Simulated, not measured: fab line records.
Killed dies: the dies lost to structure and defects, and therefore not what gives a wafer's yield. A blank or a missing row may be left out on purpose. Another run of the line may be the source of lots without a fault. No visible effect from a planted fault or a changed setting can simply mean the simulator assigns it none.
Which tool did it?    flow sky130    10 lots with 30 wafers sampled at 6 steps, on a route of 708 steps

## WHAT THE GAUGES SHOWED, per wafer
The record holds no reading of a measuring or inspecting step that can be judged against a usual standard deviation.

## WHICH TOOL RAN EACH LOT (tool, then ch and the chambers of the sampled wafers, then the start)
lot   SKY_METAL3_SPUTTER_02         SKY_CAPM_STRIP_14                     SKY_METAL3_DESCUM_15               SKY_CAP2M_METAL_ETCH_13            SKY_CAP2M_STRIP_14                    SKY_PAD_OPEN_PROBE_99
L429  pvd sputter-01, day 36 21:19  plasma asher-01 ch 0,1, day 37 23:42  rie metal-02 ch 0,1, day 39 01:23  rie metal-04 ch 0,1, day 41 05:52  plasma asher-02 ch 0,1, day 41 05:56  prober-01, day 46 07:27
L430  pvd sputter-01, day 37 16:26  plasma asher-01 ch 0,1, day 38 17:49  rie metal-04 ch 1, day 39 19:34    rie metal-04 ch 0,1, day 42 06:49  plasma asher-02 ch 0,1, day 42 06:54  prober-01, day 47 05:21
L434  pvd sputter-03, day 38 08:25  plasma asher-02 ch 0,1, day 39 09:17  rie metal-04 ch 0,1, day 40 10:17  rie metal-03 ch 0,1, day 42 11:25  plasma asher-04 ch 0,1, day 42 11:29  prober-01, day 47 08:14
L433  pvd sputter-03, day 38 15:53  plasma asher-01 ch 0,1, day 39 16:59  rie metal-02 ch 0,1, day 40 17:56  rie metal-04 ch 0,1, day 42 21:28  plasma asher-01 ch 0,1, day 42 21:32  prober-01, day 47 22:50
L436  pvd sputter-03, day 38 20:15  plasma asher-03 ch 0,1, day 39 21:32  rie metal-02 ch 0,1, day 40 22:29  rie metal-04 ch 0,1, day 43 01:11  plasma asher-02 ch 0,1, day 43 01:17  prober-02, day 47 23:10
L437  pvd sputter-01, day 39 00:53  plasma asher-03 ch 0,1, day 40 02:12  rie metal-04 ch 0,1, day 41 03:44  rie metal-04 ch 0,1, day 43 04:52  plasma asher-01 ch 0,1, day 43 04:57  prober-01, day 48 00:34
L440  pvd sputter-01, day 40 06:12  plasma asher-02 ch 0,1, day 41 06:20  rie metal-04 ch 0,1, day 42 06:02  rie metal-04 ch 0,1, day 44 09:40  plasma asher-01 ch 0,1, day 44 09:45  prober-02, day 49 02:40
L441  pvd sputter-01, day 40 08:55  plasma asher-02 ch 0,1, day 41 09:03  rie metal-04 ch 0,1, day 42 09:49  rie metal-03 ch 0,1, day 44 11:13  plasma asher-04 ch 0,1, day 44 11:18  prober-02, day 49 04:10
L444  pvd sputter-03, day 41 06:49  plasma asher-03 ch 0,1, day 42 06:44  rie metal-02 ch 0,1, day 43 07:17  rie metal-04 ch 0,1, day 45 08:40  plasma asher-04 ch 0,1, day 45 08:45  prober-02, day 49 19:08
L452  pvd sputter-03, day 43 05:36  plasma asher-01 ch 0,1, day 44 05:38  rie metal-02 ch 0,1, day 45 04:26  rie metal-03 ch 0,1, day 47 03:24  plasma asher-02 ch 0,1, day 47 03:29  prober-02, day 51 00:04
- SKY_METAL3_SPUTTER_02: material AlCu, target thk 735 nm, time 39.1 s.
- SKY_CAPM_STRIP_14: strips in O2/N2.
- SKY_METAL3_DESCUM_15: chemistry O2, time 8 s.
- SKY_CAP2M_METAL_ETCH_13: etches TiN in Cl2/BCl3, stops on SiO2, target depth 220 nm, time 62.9 s.
- SKY_CAP2M_STRIP_14: strips in O2/N2.
- SKY_PAD_OPEN_PROBE_99

## WHAT THE TOOLS THEMSELVES READ (means of the sampled wafers that have a number; where no wafer has one, the mark that the record gives instead)
SKY_METAL3_SPUTTER_02. Usual: throttle valve pct 29.7 %, standard deviation 1.1.
lot   tool            throttle valve pct (%)  flag
L429  pvd sputter-01  29.2                    
L430  pvd sputter-01  31.0                    
L434  pvd sputter-03  28.2                    
L433  pvd sputter-03  29.2                    
L436  pvd sputter-03  29.4                    
L437  pvd sputter-01  29.8                    
L440  pvd sputter-01  30.6                    
L441  pvd sputter-01  30.2                    
L444  pvd sputter-03  29.9                    
L452  pvd sputter-03  28.5                    

SKY_CAPM_STRIP_14. Usual: drypump motor current A 5.7 A, standard deviation 0.56; o2 flow sccm 3001 sccm, standard deviation 8.7; oes product au 0.710 a.u., standard deviation 0.0045; strip time to endpoint s 12.66 s, standard deviation 0.04.
lot   tool             drypump motor current A (A)  o2 flow sccm (sccm)  oes product au (a.u.)  strip time to endpoint s (s)  flag
L429  plasma asher-01  6.2                          3002                 0.709                  12.66                         
L430  plasma asher-01  6.2                          3001                 0.709                  12.71                         
L434  plasma asher-02  5.2                          3009                 0.708                  12.71                         
L433  plasma asher-01  6.2                          2998                 0.710                  12.66                         
L436  plasma asher-03  5.9                          3001                 0.711                  12.65                         
L437  plasma asher-03  5.6                          3005                 0.706                  12.62                         
L440  plasma asher-02  5.0                          3004                 0.708                  12.65                         
L441  plasma asher-02  5.0                          2994                 0.714                  12.62                         
L444  plasma asher-03  5.9                          2993                 0.711                  12.64                         
L452  plasma asher-01  6.2                          3014                 0.713                  12.64                         

SKY_METAL3_DESCUM_15. Usual: drypump motor current A 5.7 A, standard deviation 0.44; oes product au 1.000 a.u., standard deviation 0.0085.
lot   tool          drypump motor current A (A)  oes product au (a.u.)  flag
L429  rie metal-02  5.7                          1.004                  
L430  rie metal-04  5.7                          0.996                  
L434  rie metal-04  6.0                          0.993                  
L433  rie metal-02  5.9                          0.997                  
L436  rie metal-02  5.7                          1.002                  
L437  rie metal-04  6.0                          0.997                  
L440  rie metal-04  5.9                          0.999                  
L441  rie metal-04  5.9                          1.005                  
L444  rie metal-02  5.8                          1.004                  
L452  rie metal-02  5.7                          1.003                  

SKY_CAP2M_METAL_ETCH_13. Usual: bcl3 flow sccm 29.97 sccm, standard deviation 0.093; bias w 48.48 W, standard deviation 0.14; drypump motor current A 5.7 A, standard deviation 0.44; oes product au 0.944 a.u., standard deviation 0.0076; throttle valve pct 21.900 %, standard deviation 0.011.
lot   tool          bcl3 flow sccm (sccm)  bias w (W)  drypump motor current A (A)  oes product au (a.u.)  throttle valve pct (%)  flag
L429  rie metal-04  29.98                  48.49       5.9                          0.940                  21.890                  
L430  rie metal-04  29.94                  48.49       6.0                          0.939                  21.896                  
L434  rie metal-03  30.02                  48.26       5.4                          0.950                  21.894                  
L433  rie metal-04  -                      -           -                            -                      -                       OFF
L436  rie metal-04  -                      -           -                            -                      -                       OFF
L437  rie metal-04  29.90                  48.36       6.0                          0.957                  21.895                  
L440  rie metal-04  29.98                  48.57       5.9                          0.941                  21.906                  
L441  rie metal-03  29.88                  48.37       5.3                          0.953                  21.894                  
L444  rie metal-04  30.08                  48.43       5.8                          0.940                  21.906                  
L452  rie metal-03  30.03                  48.61       5.3                          0.941                  21.899                  

SKY_CAP2M_STRIP_14. Usual: drypump motor current A 5.6 A, standard deviation 0.53; o2 flow sccm 3000 sccm, standard deviation 10; oes product au 0.710 a.u., standard deviation 0.004; strip time to endpoint s 12.67 s, standard deviation 0.048.
lot   tool             drypump motor current A (A)  o2 flow sccm (sccm)  oes product au (a.u.)  strip time to endpoint s (s)  flag
L429  plasma asher-02  5.2                          3004                 0.709                  12.65                         
L430  plasma asher-02  5.0                          3008                 0.713                  12.60                         
L434  plasma asher-04  5.7                          2994                 0.711                  12.62                         
L433  plasma asher-01  6.2                          3004                 0.715                  14.17                         OFF
L436  plasma asher-02  4.9                          3009                 0.713                  14.19                         OFF
L437  plasma asher-01  6.2                          3003                 0.713                  12.70                         
L440  plasma asher-01  6.2                          3006                 0.709                  12.68                         
L441  plasma asher-04  5.5                          2995                 0.710                  12.62                         
L444  plasma asher-04  5.5                          2994                 0.710                  12.70                         
L452  plasma asher-02  4.9                          2995                 0.710                  12.57                         

SKY_PAD_OPEN_PROBE_99. Usual: defect limited yield 82.9 %, standard deviation 1.8; killed_at_M0_to_M3 42, standard deviation 7.2; killed_at_M4_up 3.2, standard deviation 1.8; killed at contacts 24, standard deviation 5.4; killed at front end 15, standard deviation 4; killed at other 0.3, standard deviation 0.59; killed dies 84, standard deviation 9; killed on rim 17, standard deviation 3.3; killed open 46, standard deviation 7.1; killed short 38, standard deviation 6; sort_bin_3_pad_short 0.8 %, standard deviation 0.41; sort_bin_5_function 10.1 %, standard deviation 1.3; sort_bin_6_memory 6.3 %, standard deviation 1.2; sort n pass 408, standard deviation 9; sort yield pct 82.9 %, standard deviation 1.8.
lot   tool       defect limited yield (%)  killed_at_M0_to_M3  killed_at_M4_up  killed at contacts  killed at front end  killed at other  killed dies  killed on rim  killed open  killed short  sort_bin_3_pad_short (%)  sort_bin_5_function (%)  sort_bin_6_memory (%)  sort n pass  sort yield pct (%)  flag
L429  prober-01  82.6                      47                  3.7              22                  12                   1.0              85           18             41           44            0.9                       9.7                      6.8                    407          82.6                
L430  prober-01  82.3                      36                  3.0              27                  20                   0.3              87           18             49           37            0.9                       10.1                     6.6                    405          82.3                
L434  prober-01  84.2                      33                  2.0              30                  12                   0.7              78           13             47           30            0.9                       8.2                      6.6                    414          84.2                
L433  prober-01  0.0                       49                  2.7              23                  14                   403.3            492          96             53           37            0.7                       93.3                     6.0                    0            0.0                 OFF
L436  prober-02  0.0                       36                  5.0              21                  15                   415.0            492          96             45           32            0.7                       94.4                     4.8                    0            0.0                 OFF
L437  prober-01  81.8                      51                  2.7              24                  11                   0.3              90           18             46           43            0.3                       11.1                     6.8                    402          81.8                
L440  prober-02  81.9                      47                  3.0              22                  16                   0.3              89           18             45           43            0.9                       10.1                     7.1                    403          81.9                
L441  prober-02  83.3                      41                  2.0              23                  17                   0.0              82           20             46           37            0.9                       9.4                      6.4                    410          83.3                
L444  prober-02  83.9                      40                  5.7              20                  13                   0.7              79           12             38           40            0.6                       10.1                     5.4                    413          83.9                
L452  prober-02  84.1                      39                  3.0              24                  12                   0.0              78           16             39           38            0.8                       9.4                      5.8                    414          84.1                

## THE ANSWER, worked out from the rows above alone
Rule: a lot counts as off when the mean over its wafers that have a number is more than 3 standard deviations away from the usual mean. Also off: a lot with no number at a reading for which 4 or more lots have one. Any other lot the step has rows for is counted as sound. Order of review: gauges by route order, followed by the tools' own readings, for which a lot's mean as printed above is used. The first step at which some lot is off is used, and at that step the reading that is off furthest; a lot without a number counts as furthest.
Off: L433, L436 (SKY_CAP2M_METAL_ETCH_13, bcl3 flow sccm). Without a number there: L433, L436.
If a tool, at that step or one of the process steps before it, ran each lot that is off and ran no sound lot following the first of them, it fits. Not one of the candidates tried fits.

## WHAT HAD BEEN PUT IN BY THE SIMULATOR
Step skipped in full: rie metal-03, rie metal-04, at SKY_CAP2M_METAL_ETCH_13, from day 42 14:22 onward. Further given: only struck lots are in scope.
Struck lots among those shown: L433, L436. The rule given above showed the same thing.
